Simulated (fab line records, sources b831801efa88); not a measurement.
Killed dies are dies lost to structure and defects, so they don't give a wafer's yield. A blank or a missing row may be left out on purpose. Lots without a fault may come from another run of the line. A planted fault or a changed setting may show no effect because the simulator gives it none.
Chamber matching | flow sky130 | SKY_PASSIVATION_CVD_02 on pecvd-02: 3 sister chambers
The step deposits Si3N4, target thk 540 nm. 20 wafers are shown with their chamber, then 10 later ones without.

WAFERS WITH THEIR CHAMBER
wafer  | chamber | heater_power_w (W) | heater_power_outer_w (W)
L076.1 | 1       | 653                | 403
L076.3 | 0       | 845                | 525
L076.4 | 1       | 680                | 432
L080.3 | 2       | 799                | 460
L080.4 | 0       | 846                | 502
L080.5 | 2       | 819                | 479
L084.1 | 2       | 865                | 507
L084.3 | 1       | 696                | 448
L084.5 | 0       | 900                | 535
L085.1 | 0       | 823                | 495
L085.3 | 1       | 714                | 429
L085.6 | 1       | 691                | 433
L090.3 | 2       | 840                | 493
L090.4 | 0       | 730                | 427
L090.5 | 1       | 727                | 453
L092.1 | 1       | 709                | 457
L092.4 | 0       | 826                | 494
L092.6 | 2       | 814                | 464
L094.2 | 2       | 755                | 436
L094.3 | 1       | 710                | 451

SIGNATURES (means of the wafers above)
reading              | chamber 0 | chamber 1 | chamber 2 | scatter within a chamber
heater_power_w       | 828.33    | 697.50    | 815.33    | 39.2
heater_power_outer_w | 496.33    | 438.25    | 473.17    | 27.2
Rule: a wafer's distance from a chamber is the root of the sum, over the readings, of the square of ((its reading less the chamber's mean) divided by the reading's scatter). The wafer belongs to the nearest chamber; if the next one is less than 2 further off, it can't be placed. The scatter: the root of (the sum of the squares of (reading less its chamber's mean) over the shown wafers, divided by (wafers less chambers)).

WAFERS WITHOUT THEIR CHAMBER
wafer  | heater_power_w (W) | heater_power_outer_w (W)
L094.5 | 736                | 477
L097.2 | 847                | 484
L097.3 | 760                | 445
L097.5 | 633                | 402
L096.1 | 852                | 483
L096.2 | 877                | 544
L096.6 | 855                | 508
L095.2 | 833                | 478
L095.4 | 866                | 505
L095.6 | 833                | 501

WHICH CHAMBER EACH WENT THROUGH
wafer  | from the rows above          | in truth
L094.5 | can't be placed: 1 or 2 or 0 | 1
L097.2 | can't be placed: 0 or 2      | 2
L097.3 | can't be placed: 1 or 2 or 0 | 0
L097.5 | 1                            | 1
L096.1 | can't be placed: 0 or 2      | 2
L096.2 | can't be placed: 0 or 2      | 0
L096.6 | can't be placed: 0 or 2      | 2
L095.2 | can't be placed: 2 or 0      | 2
L095.4 | can't be placed: 0 or 2      | 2
L095.6 | can't be placed: 0 or 2      | 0
Placed correctly: 1 of 10. Can't be placed from these rows: 9 (the true chamber is among the candidates in 9). Placed wrongly: 0.
